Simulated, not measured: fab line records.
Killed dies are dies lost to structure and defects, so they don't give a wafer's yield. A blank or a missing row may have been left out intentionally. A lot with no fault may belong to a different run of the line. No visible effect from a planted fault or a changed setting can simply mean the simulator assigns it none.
Comparing a struck lot with a sound one / flow sky130 / 16 steps out of a route of 708
Sound: wafers L845.2, L845.3, L845.4. Struck: wafer L860.2. (L860.3 of the same lot was not struck and is left out.) The cause comes at the end.
Per side, at each step with rows, come the tool, then ch with its chambers, and then its first start. Under that, the readings that differ: sound wafers / struck wafers / difference of the means / sigmas: that difference in standard deviations of wafers without a fault.
alike: words and numbers the same on both sides, and readings whose means are apart by under 2 such deviations; not compared: readings that were withheld, readings missing a value for some wafer, numbers with overlapping values and no deviation given by the record, and bounds like >300 which may hide the same value.
The two part at a step that has a row with sigmas, a row that says differs or no value, or rows on one side only. Numbers that have no deviation but don't overlap get no sigmas and don't part them. Lack of a reading on every wafer of one side parts them only where that side has two or more wafers.

SKY_CAP2M_THK_MEAS_01:
  sound on filmMetro-03 at day 40 03:52; struck on filmMetro-04 at day 44 16:15
  alike: CAP2M_CVD_00_THK
SKY_CAP2M_SPUTTER_02: material TiN, target thk 200 nm, time 166.7 s.
  sound on pvdSputter-02 at day 40 03:55; struck on pvdSputter-04 at day 44 16:18
  alike: chamberPressurePa, throttleValvePct
SKY_CAP2M_RS_MEAS_03: the measuring method here is four-point-probe.
  sound on filmMetro-02 at day 40 04:02; struck on filmMetro-04 at day 44 16:26
  alike: CAP2M_TIN_RS
SKY_CAP2M_THK_MEAS_04: measures by xrf.
  sound on filmMetro-02 at day 40 04:09; struck on filmMetro-04 at day 44 16:32
  alike: CAP2M_TIN_THK
then, 7 steps without rows for these wafers: SKY_CAP2M_DEHYDRATE_05 (time 60 s); SKY_CAP2M_HMDS_06 (prime time 60 s); SKY_CAP2M_COAT_07 (resist thk 1140 nm); SKY_CAP2M_SOFTBAKE_08 (time 60 s); SKY_CAP2M_EXPOSE_09 (exposes mask CAP2M, target cd 1000 nm); SKY_CAP2M_PEB_10; SKY_CAP2M_DEVELOP_11 (develop time 60 s).
SKY_CAP2M_OVL_MEAS_12:
  sound on overlay-01 at day 41 04:02; struck on overlay-01 at day 45 13:41
reading=CAP2M_OVL (nm); sound=0.6 1.4 2.7; struck=-1.3; difference=-2.9; sigmas=-2
SKY_CAP2M_METAL_ETCH_13: etches TiN in Cl2/BCl3, stops on SiO2, target depth 220 nm, time 62.9 s.
  sound on rieMetal-03 ch 0,1, day 41 04:04; struck on rieMetal-03 ch 0, day 45 13:43
reading=oesProductAu (a.u.); sound=0.937 0.936 0.932; struck=0.751; difference=-0.184; sigmas=-25
reading=throttleValvePct (%); sound=21.895 21.897 21.914; struck=22.023; difference=+0.121; sigmas=+12
reading=model.CAP2M.featureDepthNm (nm); sound=199.8 198.9 198.4; struck=131.1; difference=-67.9; sigmas=
reading=model.etch.depthNm (nm); sound=199.8 198.9 198.4; struck=131.1; difference=-67.9; sigmas=
reading=model.NOVOLAK_of_CAP2M_COAT_07.thkNm (nm); sound=997.4 998.4 998.1; struck=1051; difference=+53; sigmas=
  alike: chamberPressureMTorr, drypumpMotorCurrentA
  not compared: rfHoursCounterH
SKY_CAP2M_STRIP_14: strips in O2/N2.
  sound on plasmaAsher-02 ch 0,1, day 41 04:08; struck on plasmaAsher-03 ch 1, day 45 13:48
reading=n2FlowSccm (sccm); sound=299.2 300.3 300.5; struck=297.8; difference=-2.2; sigmas=-3
reading=stripTimeToEndpointS (s); sound=12.69 12.71 12.71; struck=13.23; difference=+0.53; sigmas=+15
  alike: chamberPressureMTorr, drypumpMotorCurrentA, oesProductAu
  not compared: rfHoursCounterH
then, 1 step without rows for these wafers: SKY_CAP2M_STRIP_15 (strips in post etch residue remover, time 1200 s).
-- the record jumps here: 4 days lie between the struck wafers' starts before and after (it left off in module CAP2M and takes up again in module PAD_OPEN, whose first step shown is number 708 of the route) --
SKY_PAD_OPEN_PROBE_99:
  sound on prober-01 at day 46 03:52; struck on prober-01 at day 49 21:50
reading=hold; sound=- - -; struck=awaitDispo/1.5h/release; difference=no value on the sound wafers; sigmas=
reading=defectLimitedYield (%); sound=81.7 82.5 79.3; struck=0; difference=-81; sigmas=-41
reading=killed_at_M4_up; sound=4 0 6; struck=7; difference=+4; sigmas=+2
reading=killedAtFrontEnd; sound=16 13 31; struck=10; difference=-10; sigmas=-2
reading=killedAtOther; sound=0 0 1; struck=413; difference=+413; sigmas=+99 or more
reading=killedDies; sound=90 86 102; struck=492; difference=+399; sigmas=+40
reading=killedOnRim; sound=13 12 17; struck=96; difference=+82; sigmas=+21
reading=sort_bin_3_pad_short (%); sound=0.6 1.0 1.4; struck=85.0; difference=+84.0; sigmas=+99 or more
reading=sort_bin_5_function (%); sound=12.2 9.1 12.4; struck=7.9; difference=-3.3; sigmas=-2
reading=sortNPass; sound=402 406 390; struck=0; difference=-399; sigmas=-40
reading=sortYieldPct (%); sound=81.7 82.5 79.3; struck=0; difference=-81; sigmas=-41
  alike: killed_at_M0_to_M3, killedAtContacts, killedOpen, killedShort, sort_bin_6_memory

## WHERE THEY PART
Last at SKY_PAD_OPEN_PROBE_99 as far as this record goes, first at SKY_CAP2M_OVL_MEAS_12.

WHY: what the simulator had put in
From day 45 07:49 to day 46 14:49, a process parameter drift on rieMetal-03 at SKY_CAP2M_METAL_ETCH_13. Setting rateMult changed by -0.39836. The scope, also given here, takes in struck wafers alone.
